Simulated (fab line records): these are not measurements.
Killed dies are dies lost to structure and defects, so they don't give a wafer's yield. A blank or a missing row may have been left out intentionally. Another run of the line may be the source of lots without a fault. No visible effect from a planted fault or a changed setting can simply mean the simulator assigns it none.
Which tool is to blame? / flow sky130 / 21 wafers from 7 lots sampled at 2 of the route's 708 steps

## WHAT THE GAUGES SHOWED, per wafer
SKY_SD_P_TW_MEAS_11.
lot=L353; measured=day 26 16:40; on=film_metro-01; SD_P_TW=2797 2794 2772
lot=L355; measured=day 27 09:31; on=film_metro-03; SD_P_TW=2837 2821 2815
lot=L357; measured=day 27 20:15; on=film_metro-04; SD_P_TW=2831 2826 2834
lot=L360; measured=day 29 05:31; on=film_metro-01; SD_P_TW=2769 2783 2803
lot=L362; measured=day 29 16:28; on=film_metro-03; SD_P_TW=2844 2838 2832
lot=L371; measured=day 32 13:01; on=film_metro-03; SD_P_TW=30 30 30
lot=L375; measured=day 33 12:47; on=film_metro-01; SD_P_TW=2784 2787 2777

## TOOL THAT RAN EACH LOT (tool first, then ch and the chambers of the sampled wafers, then the start)
lot=L353; SKY_SD_P_DEVELOP_06=litho_track-03 ch 0, day 26 16:07
lot=L355; SKY_SD_P_DEVELOP_06=litho_track-04 ch 0, day 27 08:57
lot=L357; SKY_SD_P_DEVELOP_06=litho_track-02 ch 0, day 27 19:44
lot=L360; SKY_SD_P_DEVELOP_06=litho_track-03 ch 0, day 29 04:58
lot=L362; SKY_SD_P_DEVELOP_06=litho_track-04 ch 0, day 29 15:56
lot=L371; SKY_SD_P_DEVELOP_06=litho_track-04 ch 0, day 32 12:27
lot=L375; SKY_SD_P_DEVELOP_06=litho_track-03 ch 0, day 33 12:14
- SKY_SD_P_DEVELOP_06: develop time 60 s.

## THE ANSWER, worked out from the rows above alone
Rule: what is usual is taken from the lots themselves. The widest of any qualifying gaps counts: lots, ordered by their means at a reading, are off when they make up no more than a third of the lots, leave a main group of 4 or more, and stand apart from it by 3 or more times the standard deviation of that group's means. The tables above print the reading to a certain number of digits; a main group whose means all agree to those digits is not used. A lot without any number at a reading at which 4 lots or more have one is off too. All remaining lots with rows at the step are treated as sound.
Off: L371, seen at SKY_SD_P_TW_MEAS_11 (SD_P_TW). The main group: mean 2808, standard deviation 23.
A tool fits if, at a process step before that reading, it ran every lot that is off, and no sound lot after the first of them. The gauges at SKY_SD_P_TW_MEAS_11 are tried like those tools. Can't be told from this: 2 tools fit, litho_track-04 at SKY_SD_P_DEVELOP_06, film_metro-03 at SKY_SD_P_TW_MEAS_11.

## WHAT THE SIMULATOR HAD INSERTED
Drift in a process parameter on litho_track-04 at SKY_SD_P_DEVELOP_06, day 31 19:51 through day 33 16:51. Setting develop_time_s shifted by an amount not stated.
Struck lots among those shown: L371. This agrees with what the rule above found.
